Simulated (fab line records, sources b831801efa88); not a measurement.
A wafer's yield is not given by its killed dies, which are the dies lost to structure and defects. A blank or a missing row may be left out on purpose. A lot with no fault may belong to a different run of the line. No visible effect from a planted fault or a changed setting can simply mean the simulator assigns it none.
fab line records -- flow sky130
record: lots: 6, wafers: 18, last-day: 50
route steps=708 shown METAL1@454 VIA1@458 PAD_OPEN@708
lots untouched by any fault: they come from a run of this same line in which no faults occurred
start-h: hours from the record's first day to the start of the lot's first wafer shown -- wait-h: hours from the lot's prior step to this one -- " the same as in the row above -- L1.1+2: a row that stands for several wafers -- - either no value or no given start -- * or withheld: withheld -- < > ~ a bound
route shown NAME@n: names a module that has steps shown in the file, with the first one's number in the route -- usual: mean/standard deviation of fault-free wafers -- same: alike in all rows -- chamber/n: place in a boat -- sites: per-site readings -- _std_site: how widely they spread, as a standard deviation -- _edge_site: outer sites' mean less inner sites' -- radius-mm: how far each site lies from the wafer's centre -- mask NAME#n: copy n -- behind: tool/chamber where the wafer was last shaped -- hold: cause of the lot's hold/its duration in hours/its outcome -- device: names the non-switching transistor (n, p or np) -- end of line: the route-end tests of the same wafers -- a step given without rows: its recipe and nothing more -- killed: count of dies lost to structure and defects at first sort (not the wafer's yield) -- map: a wafer's dies, x killed, . not, _ none there
set.NAME: the setting as run; set.NAME@STEP: as run at that earlier step -- model.NAME: the simulator's own value behind a step, which no gauge read
lots seen at some steps along the route; tables by step, rows by wafer
services: a tool's chamber out of use, with start hour (start-h, from the record's first day; less than 0 if before it), hours out, and reason
== steps ==
step: SKY_METAL1_STRIP_20
recipe: chemistry: O2/N2, power-w: 1400, pressure-mtorr: 1500, platen-temp-c: withheld, o2-flow-sccm: 3000, n2-flow-sccm: 300, overash-fraction: 0.5
usual: drypump-motor-current-A: 5.8/0.42, o2-flow-sccm: 3001/8.9, oes-product-au: 0.343/0.0048, strip-time-to-endpoint-s: 2.71/0.036
lot.wafer,tool,chamber,start-h,wait-h,drypump-motor-current-A,o2-flow-sccm,oes-product-au,rf-hours-counter-h,strip-time-to-endpoint-s
L834.1,plasma-asher-03,1,770.85,0.1,6.3,3003,0.346,67,2.67
L834.3,plasma-asher-03,1,770.85,0.1,6.3,2997,0.351,-,2.71
L834.5,plasma-asher-03,1,770.85,0.1,6.3,2997,0.347,-,2.69
L836.1,plasma-asher-03,1,775.80,0.1,6.3,2996,0.346,67,2.70
L836.5,plasma-asher-03,0,775.80,0.1,5.2,2998,0.337,-,2.71
L836.6,plasma-asher-03,1,775.80,0.1,6.3,3002,0.343,-,2.71
L841.1,plasma-asher-01,0,817.33,0.1,6.1,3001,0.339,100,2.65
L841.3,plasma-asher-01,0,817.33,0.1,6.1,3005,0.332,-,2.67
L841.5,plasma-asher-01,0,817.33,0.1,6.1,2998,0.337,-,2.70
L843.1,plasma-asher-01,1,839.35,0.1,5.2,2993,0.345,102,2.69
L843.2,plasma-asher-01,0,839.35,0.1,6.1,2985,0.350,102,2.78
L843.3,plasma-asher-01,0,839.35,0.1,6.2,2995,0.341,-,2.78
L855.3,plasma-asher-04,0,918.23,0.1,5.9,3014,0.341,-,2.65
L855.4,plasma-asher-04,1,918.23,0.1,5.7,3007,0.348,-,2.66
L855.6,plasma-asher-04,0,918.23,0.1,5.9,2992,0.345,-,2.64
L856.1,plasma-asher-01,1,929.35,0.1,5.2,3000,0.346,111,2.71
L856.3,plasma-asher-01,0,929.35,0.1,6.1,2995,0.336,-,2.72
L856.6,plasma-asher-01,0,929.35,0.1,6.2,2997,0.343,-,2.68
step: SKY_METAL1_STRIP_21
recipe: chemistry: post-etch-residue-remover, time-s: 1200, temp-c: 72.5
step: SKY_METAL1_CLEAN_22
recipe: chemistry: IPA, time-s: 180, temp-c: 25
step: SKY_METAL1_CLEAN_23
recipe: chemistry: O3/DIW, dry: n2-spin
step: SKY_VIA1_HDPCVD_00
recipe: material: SiO2, target-thk-nm: 1030, sigma-open-frac: 0.3, time-s: 171.7, temp-c: 400, sih4-flow-sccm: 60, pressure-mtorr: 6
step: SKY_VIA1_THK_MEAS_01
recipe: reads: SiO2_of_VIA1_HDPCVD_00
usual: VIA1_HDPCVD_THK: 1031/9
lot.wafer,tool,chamber,start-h,wait-h,VIA1_HDPCVD_THK[nm]
L834.1,film-metro-01,-,771.65,0.1,1045
L834.3,film-metro-01,-,771.65,0.1,1029
L834.5,film-metro-01,-,771.65,0.1,1035
L836.1,film-metro-03,-,776.54,0.1,1034
L836.5,film-metro-03,-,776.54,0.1,1028
L836.6,film-metro-03,-,776.54,0.1,1015
L841.1,film-metro-03,-,818.10,0.1,1031
L841.3,film-metro-03,-,818.10,0.1,1024
L841.5,film-metro-03,-,818.10,0.1,1039
L843.1,film-metro-01,-,840.08,0.1,1026
L843.2,film-metro-01,-,840.08,0.1,1027
L843.3,film-metro-01,-,840.08,0.1,1025
L855.3,film-metro-03,-,918.97,0.1,1034
L855.4,film-metro-03,-,918.97,0.1,1021
L855.6,film-metro-03,-,918.97,0.1,1022
L856.1,film-metro-03,-,930.08,0.1,1013
L856.3,film-metro-03,-,930.08,0.1,1011
L856.6,film-metro-03,-,930.08,0.1,1015
step: SKY_VIA1_CMP_02
recipe: material: SiO2, down-force-psi: 4, platen-rpm: 60, pad-velocity-m-s: 0.94248
usual: motor-current-A: 12.0/1
lot.wafer,tool,chamber,start-h,wait-h,motor-current-A
L834.3,cmp-01,3,771.76,0.1,13.8
L834.1,cmp-01,1,771.76,0.1,9.6
L834.5,cmp-01,3,771.76,0.1,13.5
L836.1,cmp-01,1,776.70,0.1,10.1
L836.5,cmp-01,3,776.70,0.1,13.9
L836.6,cmp-01,0,776.70,0.1,12.3
L841.3,cmp-02,2,818.21,0.1,11.7
L841.1,cmp-02,0,818.21,0.1,12.0
L841.5,cmp-02,2,818.21,0.1,12.7
L843.3,cmp-01,0,840.14,0.0,11.8
L843.1,cmp-01,1,840.14,0.0,10.6
L843.2,cmp-01,3,840.14,0.0,13.5
L855.3,cmp-01,1,919.01,0.0,10.7
L855.4,cmp-01,2,919.01,0.0,12.7
L855.6,cmp-01,1,919.01,0.0,11.0
L856.3,cmp-02,1,930.14,0.0,12.1
L856.1,cmp-02,2,930.14,0.0,12.5
L856.6,cmp-02,1,930.14,0.0,12.5
step: SKY_VIA1_BOW_MEAS_03
recipe: mode: bow
usual: VIA1_BOW: 80/7.3
lot.wafer,tool,chamber,start-h,wait-h,VIA1_BOW[um]
L834.1,film-metro-03,-,772.01,0.1,80
L834.3,film-metro-03,-,772.01,0.1,82
L834.5,film-metro-03,-,772.01,0.1,66
L836.1,film-metro-03,-,776.90,0.1,83
L836.5,film-metro-03,-,776.90,0.1,88
L836.6,film-metro-03,-,776.90,0.1,75
L841.1,film-metro-01,-,818.46,0.1,71
L841.3,film-metro-01,-,818.46,0.1,79
L841.5,film-metro-01,-,818.46,0.1,70
L843.1,film-metro-01,-,840.44,0.2,72
L843.2,film-metro-01,-,840.44,0.2,89
L843.3,film-metro-01,-,840.44,0.2,86
L855.3,film-metro-04,-,919.35,0.3,84
L855.4,film-metro-04,-,919.35,0.3,71
L855.6,film-metro-04,-,919.35,0.3,73
L856.1,film-metro-01,-,930.44,0.2,68
L856.3,film-metro-01,-,930.44,0.2,69
L856.6,film-metro-01,-,930.44,0.2,74
step: SKY_VIA1_DEHYDRATE_04
recipe: temp-c: 200, time-s: 60
step: SKY_VIA1_HMDS_05
recipe: prime-time-s: 60, prime-temp-c: 120
step: SKY_VIA1_COAT_06
recipe: resist: BARC, temp-c: withheld, time-s: withheld, spin-rpm: 3000, resist-thk-nm: 60
step: SKY_VIA1_COAT_07
recipe: resist: KrF-thick, spin-rpm: 3000, resist-thk-nm: 450
step: SKY_VIA1_SOFTBAKE_08
recipe: temp-c: 100, time-s: 90, resist: KrF-thick
usual: heater-power-total-W: 57.36/0.12, plate-temp-C: 100.01/0.12, resist-line-temp-C: 22.99/0.11
lot.wafer,tool,chamber,start-h,wait-h,heater-power-total-W,plate-temp-C,resist-line-temp-C
L834.1,litho-track-02,0,785,-,57.20,100.03,22.98
L834.3,litho-track-02,0,785,-,57.23,99.98,22.79
L834.5,litho-track-02,0,785,-,57.37,99.94,22.90
L836.1,litho-track-03,0,789,-,57.52,100.20,23.10
L836.5,litho-track-03,0,789,-,57.47,99.85,23.21
L836.6,litho-track-03,0,789,-,57.51,100.20,22.99
L841.1,litho-track-02,0,832,-,57.35,100.02,23.05
L841.3,litho-track-02,0,832,-,57.57,100.13,22.91
L841.5,litho-track-02,0,832,-,57.28,100.21,22.85
L843.1,litho-track-01,0,853,-,57.45,99.93,22.84
L843.2,litho-track-01,0,853,-,57.31,99.93,22.95
L843.3,litho-track-01,0,853,-,57.41,100.09,23.05
L855.3,litho-track-03,0,932,-,53.44,94.95,23.13
L855.4,litho-track-03,0,932,-,53.59,95.16,23.11
L855.6,litho-track-03,0,932,-,53.25,95.00,23.07
L856.1,litho-track-03,0,943,-,53.49,95.13,23.01
L856.3,litho-track-03,0,943,-,53.53,95.10,22.86
L856.6,litho-track-03,0,943,-,53.39,95.18,23.08
step: SKY_VIA1_EXPOSE_09
recipe: mask-id: VIM, na: 0.8, source-shape: annular, sigma-inner: 0.55, sigma-outer: 0.85, target-cd-nm: 150, dose-mj: 38
step: SKY_VIA1_PEB_10
recipe: peb-temp-c: withheld, peb-time-s: withheld, resist: KrF-thick
step: SKY_VIA1_DEVELOP_11
recipe: develop-time-s: 60, resist: KrF-thick, dev-temp-c: 21
usual: resist-line-temp-C: 23.01/0.11
lot.wafer,tool,chamber,start-h,wait-h,resist-line-temp-C,model.KrF-thick_of_VIA1_COAT_07.thk-nm
L834.1,litho-track-03,0,-,-,22.94,436.5
L834.3,litho-track-03,0,-,-,22.96,437.4
L834.5,litho-track-03,0,-,-,23.03,436.1
L836.1,litho-track-01,0,-,-,22.89,436.5
L836.5,litho-track-01,0,-,-,22.99,437.6
L836.6,litho-track-01,0,-,-,22.94,437.4
L841.1,litho-track-03,0,-,-,23.08,437.2
L841.3,litho-track-03,0,-,-,23.11,436.4
L841.5,litho-track-03,0,-,-,23.12,437.6
L843.1,litho-track-02,0,-,-,23.02,435.5
L843.2,litho-track-02,0,-,-,22.97,436
L843.3,litho-track-02,0,-,-,23.07,436.9
L855.3,litho-track-03,0,-,-,22.97,439.6
L855.4,litho-track-03,0,-,-,23.14,438.4
L855.6,litho-track-03,0,-,-,23.15,439.2
L856.1,litho-track-03,0,-,-,23.03,440.4
L856.3,litho-track-03,0,-,-,22.98,441.7
L856.6,litho-track-03,0,-,-,23.15,441.5
step: SKY_VIA1_CD_MEAS_12
recipe: target-cd-nm: 150
usual: cd-nm: 150.1/1.7
lot.wafer,tool,chamber,start-h,wait-h,cd-nm
L834.1,cd-sem-02,-,798.66,-,147.0
L834.3,cd-sem-02,-,798.66,-,149.1
L834.5,cd-sem-02,-,798.66,-,148.3
L836.1,cd-sem-01,-,802.71,-,149.4
L836.5,cd-sem-01,-,802.71,-,149.1
L836.6,cd-sem-01,-,802.71,-,150.0
L841.1,cd-sem-01,-,844.91,-,153.5
L841.3,cd-sem-01,-,844.91,-,151.6
L841.5,cd-sem-01,-,844.91,-,153.4
L843.1,cd-sem-02,-,867.38,-,150.8
L843.2,cd-sem-02,-,867.38,-,150.0
L843.3,cd-sem-02,-,867.38,-,151.0
L855.3,cd-sem-01,-,944.45,-,149.0
L855.4,cd-sem-01,-,944.45,-,147.4
L855.6,cd-sem-01,-,944.45,-,147.2
L856.1,cd-sem-02,-,955.01,-,147.3
L856.3,cd-sem-02,-,955.01,-,147.2
L856.6,cd-sem-02,-,955.01,-,146.0
step: SKY_VIA1_OVL_MEAS_13
usual: VIA1_OVL: 0/4.5
lot.wafer,tool,chamber,start-h,wait-h,VIA1_OVL[nm]
L834.1,overlay-02,-,798.78,0.1,-1
L834.3,overlay-02,-,798.78,0.1,-2
L834.5,overlay-02,-,798.78,0.1,1
L836.1,overlay-01,-,802.83,0.1,0
L836.5,overlay-01,-,802.83,0.1,-9
L836.6,overlay-01,-,802.83,0.1,1
L841.1,overlay-02,-,845.03,0.1,1
L841.3,overlay-02,-,845.03,0.1,-2
L841.5,overlay-02,-,845.03,0.1,-1
L843.1,overlay-02,-,867.50,0.1,1
L843.2,overlay-02,-,867.50,0.1,1
L843.3,overlay-02,-,867.50,0.1,-4
L855.3,overlay-02,-,944.54,0.1,-3
L855.4,overlay-02,-,944.54,0.1,-5
L855.6,overlay-02,-,944.54,0.1,1
L856.1,overlay-02,-,955.13,0.1,-6
L856.3,overlay-02,-,955.13,0.1,-2
L856.6,overlay-02,-,955.13,0.1,-6
step: SKY_VIA1_ETCH_14
recipe: chemistry: N2/H2, target: BARC, ion-energy-ev: 200, source-w: 500, bias-w: 100, pressure-mtorr: 30, n2-flow-sccm: 100, h2-flow-sccm: 200, stop-on: SiO2, time-s: 45.9, target-depth-a: 600
usual: drypump-motor-current-A: 5.5/0.5, oes-product-au: 0.854/0.0046, rf-fwd-power-W: 494.3/2.2, throttle-valve-pct: 13.225/0.0086
lot.wafer,tool,chamber,start-h,wait-h,drypump-motor-current-A,oes-product-au,rf-fwd-power-W,rf-hours-counter-h,throttle-valve-pct
L834.1,rie-diel-03,2,798.81,0.0,6.0,0.842,493.0,10,13.215
L834.3,rie-diel-03,3,798.81,0.0,5.8,0.856,491.5,18,13.226
L834.5,rie-diel-03,3,798.81,0.0,5.8,0.861,491.7,-,13.229
L836.1,rie-diel-04,2,802.86,0.0,6.3,0.857,494.0,7,13.226
L836.5,rie-diel-04,0,802.86,0.0,5.7,0.856,493.9,-,13.226
L836.6,rie-diel-04,3,802.86,0.0,5.9,0.858,496.7,-,13.229
L841.1,rie-diel-04,2,845.06,0.0,6.3,0.854,494.9,8,13.228
L841.3,rie-diel-04,3,845.06,0.0,5.9,0.862,495.5,20,13.215
L841.5,rie-diel-04,1,845.06,0.0,5.1,0.860,492.3,-,13.217
L843.1,rie-diel-02,3,867.54,0.0,5.2,0.854,491.3,11,13.222
L843.2,rie-diel-02,0,867.54,0.0,4.8,0.850,496.1,1,13.221
L843.3,rie-diel-02,1,867.54,0.0,5.6,0.848,492.9,8,13.234
L855.3,rie-diel-03,0,944.56,0.0,4.6,0.851,497.9,9,13.219
L855.4,rie-diel-03,0,944.56,0.0,4.6,0.860,498.5,-,13.217
L855.6,rie-diel-03,2,944.56,0.0,6.0,0.861,491.3,-,13.227
L856.1,rie-diel-04,3,955.16,0.0,5.9,0.857,496.9,23,13.213
L856.3,rie-diel-04,1,955.16,0.0,5.0,0.856,494.8,4,13.223
L856.6,rie-diel-04,3,955.16,0.0,5.9,0.847,498.6,-,13.227
step: SKY_VIA1_ETCH_15
recipe: target: SiO2, chemistry: C4F8/O2/Ar, target-depth-nm: 351, stop-on: TiN, mask-material: KrF-thick, source-w: 1500, bias-w: 1200, pressure-mtorr: 40, c4f8-flow-sccm: withheld, O2_flow_sccm: 6, Ar_flow_sccm: 300, time-s: 54
usual: oes-product-au: 0.981/0.0055, rf-fwd-power-W: 1484/6.8
lot.wafer,tool,chamber,start-h,wait-h,oes-product-au,rf-fwd-power-W,rf-hours-counter-h,model.KrF-thick_of_VIA1_COAT_07.thk-nm
L834.1,rie-diel-03,2,798.86,0.0,0.980,1486,10,322.1
L834.3,rie-diel-03,3,798.86,0.0,0.976,1473,18,324.7
L834.5,rie-diel-03,3,798.86,0.0,0.980,1479,-,323.5
L836.1,rie-diel-04,2,802.91,0.0,0.989,1477,7,322.7
L836.5,rie-diel-04,0,802.91,0.0,0.976,1484,-,323.1
L836.6,rie-diel-04,3,802.91,0.0,0.981,1486,-,322.2
L841.1,rie-diel-04,2,845.11,0.0,0.980,1483,8,323.4
L841.3,rie-diel-04,3,845.11,0.0,0.983,1488,20,321.7
L841.5,rie-diel-04,1,845.11,0.0,0.987,1480,-,322.9
L843.1,rie-diel-02,3,867.58,0.0,0.978,1475,12,321.6
L843.2,rie-diel-02,0,867.58,0.0,0.974,1477,1,322.4
L843.3,rie-diel-02,1,867.58,0.0,0.974,1485,8,321.8
L855.3,rie-diel-03,0,944.61,0.0,0.986,1483,9,325.1
L855.4,rie-diel-03,0,944.61,0.0,0.987,1489,-,324
L855.6,rie-diel-03,2,944.61,0.0,0.983,1474,-,325.8
L856.1,rie-diel-04,3,955.21,0.0,0.988,1491,23,326.3
L856.3,rie-diel-04,1,955.21,0.0,0.990,1487,4,326.5
L856.6,rie-diel-04,3,955.21,0.0,0.981,1479,-,326.3
step: SKY_VIA1_STRIP_16
recipe: chemistry: O2/N2, power-w: 1400, pressure-mtorr: 1500, platen-temp-c: withheld, o2-flow-sccm: 3000, n2-flow-sccm: 300, overash-fraction: 0.5
usual: drypump-motor-current-A: 5.7/0.51, o2-flow-sccm: 2999/8.9, oes-product-au: 0.416/0.0046, strip-time-to-endpoint-s: 4.460/0.017
lot.wafer,tool,chamber,start-h,wait-h,drypump-motor-current-A,o2-flow-sccm,oes-product-au,rf-hours-counter-h,strip-time-to-endpoint-s
L834.1,plasma-asher-03,0,798.90,0.0,5.2,3000,0.417,69,4.465
L834.3,plasma-asher-03,0,798.90,0.0,5.2,3004,0.410,-,4.483
L834.5,plasma-asher-03,1,798.90,0.0,6.3,2989,0.418,-,4.470
L836.1,plasma-asher-01,0,802.95,0.0,6.2,2993,0.422,98,4.465
L836.5,plasma-asher-01,0,802.95,0.0,6.1,3015,0.418,-,4.456
L836.6,plasma-asher-01,1,802.95,0.0,5.2,2999,0.417,-,4.460
L841.1,plasma-asher-01,0,845.15,0.0,6.1,2988,0.414,102,4.469
L841.3,plasma-asher-01,1,845.15,0.0,5.2,2996,0.420,-,4.451
L841.5,plasma-asher-01,0,845.15,0.0,6.1,2994,0.415,-,4.462
L843.1,plasma-asher-02,1,867.62,0.0,6.4,2984,0.415,12,4.446
L843.2,plasma-asher-02,0,867.62,0.0,5.1,2996,0.409,12,4.455
L843.3,plasma-asher-02,1,867.62,0.0,6.4,2988,0.414,-,4.452
L855.3,plasma-asher-01,0,944.69,0.1,6.2,2983,0.419,-,4.492
L855.4,plasma-asher-01,1,944.69,0.1,5.2,3010,0.420,-,4.466
L855.6,plasma-asher-01,0,944.69,0.1,6.2,2992,0.421,-,4.495
L856.1,plasma-asher-03,0,955.25,0.0,5.2,3012,0.411,85,4.490
L856.3,plasma-asher-03,0,955.25,0.0,5.2,3009,0.407,-,4.507
L856.6,plasma-asher-03,1,955.25,0.0,6.2,2996,0.419,-,4.499
step: SKY_PAD_OPEN_PROBE_99
usual: defect-limited-yield: 82.7/2, killed_at_M0_to_M3: 42/6.8, killed_at_M4_up: 3.2/1.8, killed-at-contacts: 25/5.4, killed-at-front-end: 15/4.5, killed-at-other: 0.3/0.56, killed-dies: 85/9.7, killed-open: 46/7.1, killed-short: 39/6.5, sort_bin_3_pad_short: 0.9/0.42, sort_bin_5_function: 10.4/1.5, sort_bin_6_memory: 6.1/1.1, sort-n-pass: 407/9.7, sort-yield-pct: 82.7/2
same: gross-dies: 492, killed-at-back-side: 0, sort_bin_4_leakage[%]: 0, sort_bin_8_speed[%]: 0
lot.wafer,tool,chamber,start-h,wait-h,defect-limited-yield[%],killed_at_M0_to_M3,killed_at_M4_up,killed-at-contacts,killed-at-front-end,killed-at-other,killed-dies,killed-open,killed-short,sort_bin_3_pad_short[%],sort_bin_5_function[%],sort_bin_6_memory[%],sort-n-pass,sort-yield-pct[%]
L836.1,prober-01,-,1086.48,0.1,79.3,49,4,27,22,0,102,52,50,1.8,11.8,7.1,390,79.3
L836.5,prober-01,-,1086.68,0.2,84.8,33,4,22,16,0,75,44,31,0.6,8.7,5.9,417,84.8
L836.6,prober-01,-,1086.73,0.2,82.3,41,4,29,13,0,87,39,48,1.0,10.6,6.1,405,82.3
L841.1,prober-02,-,1117.68,0.1,82.5,46,3,20,17,0,86,47,39,1.2,10.2,6.1,406,82.5
L841.3,prober-02,-,1117.78,0.2,83.5,36,1,28,15,1,81,43,38,0.4,8.7,7.3,411,83.5
L841.5,prober-02,-,1117.88,0.2,84.1,40,5,22,10,1,78,35,43,0.8,8.9,6.1,414,84.1
L843.2,prober-02,-,1134.74,0.1,84.1,47,3,17,11,0,78,39,39,0.4,8.9,6.5,414,84.1
L855.3,prober-02,-,1190.72,0.2,84.8,34,3,27,11,0,75,38,37,0.4,8.9,5.9,417,84.8
L856.1,prober-02,-,1198.04,0.1,80.3,53,4,28,12,0,97,46,50,1.0,13.4,5.3,395,80.3
L856.6,prober-02,-,1198.29,0.2,81.9,52,4,20,13,0,89,47,42,0.6,12.4,5.1,403,81.9
killed by level:class
L836.1 VIA1:geometric-particle:open=11 CONTACT:geometric-particle:open=9 METAL2:geometric-particle:short=7 CONTACT:geometric-particle:short=7 POLY_GATE:geometric-particle:open=6 VIA2:geometric-particle:short=6 LI_CONTACT:geometric-particle:open=6 METAL1:geometric-particle:short=6
L836.5 VIA1:geometric-particle:open=8 FIELD_ISO:geometric-particle:short=7 LI_CONTACT:geometric-particle:open=7 VIA2:geometric-particle:open=7 CONTACT:geometric-particle:open=6 CONTACT:geometric-particle:short=4 POLY_GATE:geometric-particle:open=4 METAL4:geometric-particle:short=4
L836.6 VIA1:geometric-particle:short=11 LI_CONTACT:geometric-particle:open=8 CONTACT:geometric-particle:open=8 CONTACT:geometric-particle:short=7 VIA2:geometric-particle:open=7 FIELD_ISO:geometric-particle:short=5 METAL2:geometric-particle:short=5 FIELD_ISO:geometric-particle:open=4
L841.1 VIA3:geometric-particle:open=10 METAL1:geometric-particle:short=8 CONTACT:geometric-particle:open=7 FIELD_ISO:geometric-particle:open=6 VIA1:geometric-particle:open=6 VIA1:geometric-particle:short=6 LI_CONTACT:geometric-particle:short=5 LI_CONTACT:geometric-particle:open=5
L841.3 LI_CONTACT:geometric-particle:open=12 FIELD_ISO:geometric-particle:open=6 VIA1:geometric-particle:open=6 METAL2:geometric-particle:short=6 LOCAL_INTERCONNECT:geometric-particle:short=6 VIA3:geometric-particle:open=5 CONTACT:geometric-particle:open=5 FIELD_ISO:geometric-particle:short=4
L841.5 METAL1:geometric-particle:short=7 VIA2:geometric-particle:short=7 LI_CONTACT:geometric-particle:open=6 CONTACT:geometric-particle:open=6 CONTACT:geometric-particle:short=5 VIA1:geometric-particle:open=5 VIA3:geometric-particle:short=5 FIELD_ISO:geometric-particle:short=4
L843.2 VIA1:geometric-particle:open=12 VIA2:geometric-particle:open=9 VIA1:geometric-particle:short=7 CONTACT:geometric-particle:short=6 METAL2:geometric-particle:short=6 LI_CONTACT:geometric-particle:open=4 VIA3:geometric-particle:open=4 FIELD_ISO:geometric-particle:short=3
L855.3 LI_CONTACT:geometric-particle:open=8 CONTACT:geometric-particle:open=8 VIA1:geometric-particle:short=7 VIA3:geometric-particle:short=6 POLY_GATE:geometric-particle:open=5 LI_CONTACT:geometric-particle:short=5 VIA1:geometric-particle:open=5 FIELD_ISO:geometric-particle:open=4
L856.1 CONTACT:geometric-particle:open=10 VIA2:geometric-particle:open=9 VIA1:geometric-particle:open=9 VIA1:geometric-particle:short=8 CONTACT:geometric-particle:short=7 LOCAL_INTERCONNECT:geometric-particle:short=6 METAL1:geometric-particle:short=6 VIA2:geometric-particle:short=5
L856.6 VIA1:geometric-particle:open=13 METAL1:geometric-particle:short=7 CONTACT:geometric-particle:short=7 METAL2:geometric-particle:short=7 CONTACT:geometric-particle:open=6 FIELD_ISO:geometric-particle:open=5 METAL3:geometric-particle:short=4 POLY_GATE:geometric-particle:open=4
== services ==
tool,chamber,start-h,hours,kind
rie-diel-03,-,756.25,0.6,repair
rie-diel-02,-,766.01,2.8,pm
plasma-asher-04,-,767.72,4.0,repair
rie-diel-02,3,779.24,21.8,repair
cmp-02,-,781.76,1.7,repair
plasma-asher-03,-,784.93,2.4,repair
rie-diel-02,1,786.98,3.2,repair
rie-diel-04,1,789.75,18.6,repair
rie-diel-04,3,794.01,5.3,repair
rie-diel-02,1,837.53,7.4,repair
cmp-02,-,839.38,2.3,repair
cmp-02,-,856.23,11.6,pm
rie-diel-03,1,892.73,11.7,repair
cmp-01,-,896.85,4.7,pm
plasma-asher-04,-,906.97,2.8,pm
cmp-01,-,912.01,4.0,pm
cmp-01,-,934.81,3.2,repair
rie-diel-02,2,935.33,3.2,repair
cmp-01,-,936.22,2.3,repair
rie-diel-03,1,937.90,12.2,repair
cmp-01,-,940.14,0.8,repair
plasma-asher-02,-,947.82,1.1,repair
plasma-asher-02,-,951.98,23.5,repair
cmp-01,-,952.18,4.1,repair
== key ==
first-sign: step: SKY_VIA1_SOFTBAKE_08, reading: plate-temp-C, direction: down, sigmas: 41, usual: *, struck: *
effect: step: SKY_VIA1_SOFTBAKE_08, reading: heater-power-total-W, direction: down, sigmas: 32, usual: *, struck: *
effect: step: SKY_VIA1_CD_MEAS_12, reading: cd-nm, direction: down, sigmas: 1.7, usual: 150.1, struck: 147.3
model-effect: step: SKY_VIA1_DEVELOP_11, value: KrF-thick_of_VIA1_COAT_07.thk-nm, without: 437.1, struck: 440.1
model-effect: step: SKY_VIA1_ETCH_15, value: KrF-thick_of_VIA1_COAT_07.thk-nm, without: 322.6, struck: 325.6
met-at SKY_VIA1_SOFTBAKE_08
struck-wafers L855.3,L855.4,L855.6,L856.1,L856.3,L856.6
onset-between 789 932
fault: kind: process-parameter-drift, tool: litho-track-03, chamber: -, onset-h: 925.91, steps: SKY_VIA1_SOFTBAKE_08, channel: temp-c, offset: *, shape: step, end-h: 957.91, acts-in: *, stated: *
